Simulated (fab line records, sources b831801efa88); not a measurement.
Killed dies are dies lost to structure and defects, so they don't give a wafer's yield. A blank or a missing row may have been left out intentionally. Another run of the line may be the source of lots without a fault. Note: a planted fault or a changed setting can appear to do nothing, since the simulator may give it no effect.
Which tool was responsible? | flow gf180mcu | 13 lots, 39 wafers sampled, at 6 steps of a route of 602

== WHAT THE GAUGES SHOWED, per wafer ==
GF_STI_THK_MEAS_02. Usual: STI_OXIDATION_THK 9.99 nm, standard deviation 0.18.
lot  | measured    | on            | STI_OXIDATION_THK (nm) | flag
L160 | day 1 11:31 | film metro-01 | 10.06 10.06 10.04      |
L161 | day 1 16:31 | film metro-02 | 10.13 10.06 10.08      |
L164 | day 2 07:31 | film metro-03 | 10.26 10.09 10.13      |
L165 | day 2 12:31 | film metro-01 | 9.65 9.87 9.79         |
L168 | day 3 05:58 | film metro-03 | 10.02 10.15 10.00      |
L170 | day 3 13:50 | film metro-03 | 9.89 10.06 10.02       |
L171 | day 3 21:46 | film metro-02 | 9.82 9.93 9.84         |
L173 | day 4 04:31 | film metro-02 | 10.12 10.04 10.17      |
L175 | day 4 14:31 | film metro-02 | 9.83 9.59 9.89         |
L176 | day 4 20:06 | film metro-01 | 10.00 10.10 9.95       |
L177 | day 5 00:46 | film metro-02 | 9.78 10.06 9.91        |
L180 | day 5 15:31 | film metro-02 | 9.91 10.14 9.99        |
L182 | day 6 02:21 | film metro-01 | 9.55 9.62 9.65         |

GF_STI_CD_MEAS_12 targets a cd of 220 nm. Usual: cd nm at 220.0 nm, with a standard deviation of 1.1.
lot  | measured    | on        | cd nm (nm)        | flag
L160 | day 2 00:31 | cd sem-02 | 222.1 221.5 220.6 |
L161 | day 2 08:46 | cd sem-02 | 221.5 221.2 221.3 |
L164 | day 2 21:18 | cd sem-02 | 220.7 220.9 219.7 |
L165 | day 3 03:06 | cd sem-01 | 220.6 220.3 221.5 |
L168 | day 3 20:20 | cd sem-01 | 220.7 218.9 219.1 |
L170 | day 4 03:50 | cd sem-01 | 221.9 221.8 220.7 |
L171 | day 4 14:13 | cd sem-02 | 218.9 219.5 219.5 |
L173 | day 4 19:59 | cd sem-02 | 219.7 219.2 218.7 |
L175 | day 5 06:11 | cd sem-01 | 222.0 220.2 220.4 |
L176 | day 5 11:29 | cd sem-02 | 220.7 220.4 220.7 |
L177 | day 5 16:36 | cd sem-02 | 217.6 218.0 218.4 |
L180 | day 6 07:50 | cd sem-02 | 220.3 219.6 219.8 |
L182 | day 6 18:56 | cd sem-01 | 218.8 218.9 219.0 |

GF_NWELL_TW_MEAS_11. Usual: NWELL_TW 1559, standard deviation 9.
lot  | measured    | on            | NWELL_TW       | flag
L160 | day 3 05:44 | film metro-04 | 1560 1560 1558 |
L161 | day 3 14:59 | film metro-04 | 1557 1559 1560 |
L164 | day 4 05:41 | film metro-03 | 1577 1576 1573 |
L165 | day 4 13:27 | film metro-03 | 1586 1576 1580 |
L168 | day 5 05:29 | film metro-04 | 1550 1547 1548 |
L170 | day 5 13:30 | film metro-04 | 1554 1547 1552 |
L171 | day 5 23:05 | film metro-03 | 1388 1372 1385 | OFF
L173 | day 6 08:54 | film metro-01 | 1386 1377 1372 | OFF
L175 | day 6 17:05 | film metro-04 | 1550 1553 1554 |
L176 | day 6 22:02 | film metro-01 | 1554 1558 1562 |
L177 | day 7 05:37 | film metro-03 | 1560 1564 1563 |
L180 | day 7 20:19 | film metro-01 | 1575 1574 1576 |
L182 | day 8 07:43 | film metro-01 | 1557 1547 1554 |

GF_MVSD_OVL_MEAS_07. Usual: MVSD_OVL 1.0 nm, standard deviation 1.3.
lot  | measured    | on         | MVSD_OVL (nm) | flag
L160 | day 4 07:19 | overlay-02 | -1.0 0.2 -0.8 |
L161 | day 4 15:49 | overlay-02 | 1.9 0.7 1.0   |
L164 | day 5 08:52 | overlay-01 | -1.3 0.8 0.8  |
L165 | day 5 17:08 | overlay-02 | 0.6 -0.1 0.9  |
L168 | day 6 09:57 | overlay-01 | 0.2 0.2 1.5   |
L170 | day 6 19:16 | overlay-02 | 2.4 2.3 3.9   |
L171 | day 7 05:16 | overlay-01 | 1.5 0.8 0.4   |
L173 | day 7 14:43 | overlay-02 | 1.9 2.0 0.6   |
L175 | day 8 00:38 | overlay-01 | 0.0 0.8 -0.1  |
L176 | day 8 05:53 | overlay-02 | 1.0 0.6 -0.5  |
L177 | day 8 13:25 | overlay-01 | 1.4 1.8 1.1   |
L180 | day 9 04:25 | overlay-01 | -0.2 0.4 0.9  |
L182 | day 9 18:11 | overlay-01 | 1.3 -1.4 0.5  |

GF_VT_IMPLANT_RS_MEAS_47: a four-point-probe measurement. Usual: NWELL_RS 488.0 ohm/sq, standard deviation 0.96.
lot  | measured     | on            | NWELL_RS (ohm/sq) | flag
L160 | day 7 08:01  | film metro-03 | 486.4 488.2 488.0 |
L161 | day 7 17:06  | film metro-01 | 488.0 486.5 486.2 |
L164 | day 8 15:11  | film metro-03 | 488.0 486.8 487.9 |
L165 | day 8 23:37  | film metro-04 | 487.4 488.2 488.5 |
L168 | day 9 19:49  | film metro-03 | 487.8 487.0 488.2 |
L170 | day 10 05:19 | film metro-03 | 487.6 487.6 486.7 |
L171 | day 10 16:29 | film metro-01 | 621.0 620.5 618.0 | OFF
L173 | day 11 06:25 | film metro-01 | 621.3 618.2 620.2 | OFF
L175 | day 11 17:50 | film metro-03 | 488.9 488.8 488.8 |
L176 | day 11 21:39 | film metro-01 | 487.9 487.8 490.2 |
L177 | day 12 06:58 | film metro-04 | 487.6 489.5 487.8 |
L180 | day 13 03:17 | film metro-01 | 489.2 489.1 488.6 |
L182 | day 13 19:21 | film metro-03 | 488.1 488.1 488.5 |

== WHAT TOOL EACH LOT RAN ON (gives the tool, then ch and the chambers of the sampled wafers, and finally the start) ==
lot  | GF_NWELL_IMPLANT_08
L160 | implanter-02 ch 0, day 3 05:20
L161 | implanter-04 ch 0, day 3 14:37
L164 | implanter-03 ch 0, day 4 05:17
L165 | implanter-03 ch 0, day 4 13:03
L168 | implanter-03 ch 0, day 5 05:07
L170 | implanter-03 ch 0, day 5 13:06
L171 | implanter-03 ch 0, day 5 22:43
L173 | implanter-03 ch 0, day 6 08:30
L175 | implanter-02 ch 0, day 6 16:42
L176 | implanter-04 ch 0, day 6 21:39
L177 | implanter-04 ch 0, day 7 05:15
L180 | implanter-02 ch 0, day 7 19:56
L182 | implanter-02 ch 0, day 8 07:19
- GF_NWELL_IMPLANT_08

== WHAT THE TOOLS THEMSELVES READ (means of the sampled wafers that have a number; where no wafer has one, the mark that the record gives instead) ==
GF_NWELL_IMPLANT_08. Usual: dose ions cm2 1.5001e+13, standard deviation 1.7e+10; end station pressure torr 5.09e-06 Torr, standard deviation 2.7e-07; faraday current uA 84.4, standard deviation 1.8.
lot  | tool         | dose ions cm2 | end station pressure torr (Torr) | faraday current uA | flag
L160 | implanter-02 | 1.4985e+13    | 4.96e-06                         | 85.3               |
L161 | implanter-04 | 1.5004e+13    | 5.17e-06                         | 84.7               |
L164 | implanter-03 | 1.4993e+13    | 5.09e-06                         | 85.5               |
L165 | implanter-03 | 1.5015e+13    | 5.29e-06                         | 84.6               |
L168 | implanter-03 | 1.5009e+13    | 5.20e-06                         | 85.3               |
L170 | implanter-03 | 1.5009e+13    | 4.97e-06                         | 84.4               |
L171 | implanter-03 | 9.5437e+12    | 4.90e-06                         | 54.0               | OFF
L173 | implanter-03 | 9.5627e+12    | 5.16e-06                         | 53.1               | OFF
L175 | implanter-02 | 1.5001e+13    | 5.11e-06                         | 83.1               |
L176 | implanter-04 | 1.4982e+13    | 5.04e-06                         | 85.6               |
L177 | implanter-04 | 1.4994e+13    | 4.89e-06                         | 84.2               |
L180 | implanter-02 | 1.4999e+13    | 4.86e-06                         | 85.1               |
L182 | implanter-02 | 1.5015e+13    | 5.20e-06                         | 84.1               |

== THE ANSWER, worked out from the rows above alone ==
Rule: take the mean of a lot's wafers that have a number; if it is more than 3 standard deviations from the usual mean, the lot is off. A lot without any number at a reading at which 4 lots or more have one is off too. Any other lot the step has rows for is counted as sound. First the gauges in route order, then the tools' own readings, where a lot's mean is used as printed above. The first step at which some lot is off is used, and at that step the reading that is off furthest; a lot without a number counts as furthest.
Off: L171, L173, seen at GF_NWELL_TW_MEAS_11 (NWELL_TW).
If a tool, at a process step before that reading, ran all the lots that are off and no sound lot after the first of them, it fits. Not tried: the gauges at GF_NWELL_TW_MEAS_11; whatever is off there is also off at GF_NWELL_IMPLANT_08, on other tools, and gauge error can't account for it. One candidate fits, namely implanter-03 at GF_NWELL_IMPLANT_08. A fault onset in the window from L170 (day 5 13:06, its last sound lot) to L171 (day 5 22:43, its first lot off) fits.
The tool's own readings at GF_NWELL_IMPLANT_08 bear it out: on the lots that are off they differ by more than 5 times the standard deviation of the sound lots' means. dose ions cm2 reads 9.5532e+12 there against 1.5001e+13 on the sound lots; faraday current uA reads 53.5 there against 84.7 on the sound lots.

== WHAT THE SIMULATOR PUT IN ==
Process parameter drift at GF_NWELL_IMPLANT_08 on implanter-03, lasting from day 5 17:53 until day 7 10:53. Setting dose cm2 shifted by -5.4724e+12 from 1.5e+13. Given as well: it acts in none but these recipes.
Struck lots among those shown: L171, L173. This agrees with what the rule above found.
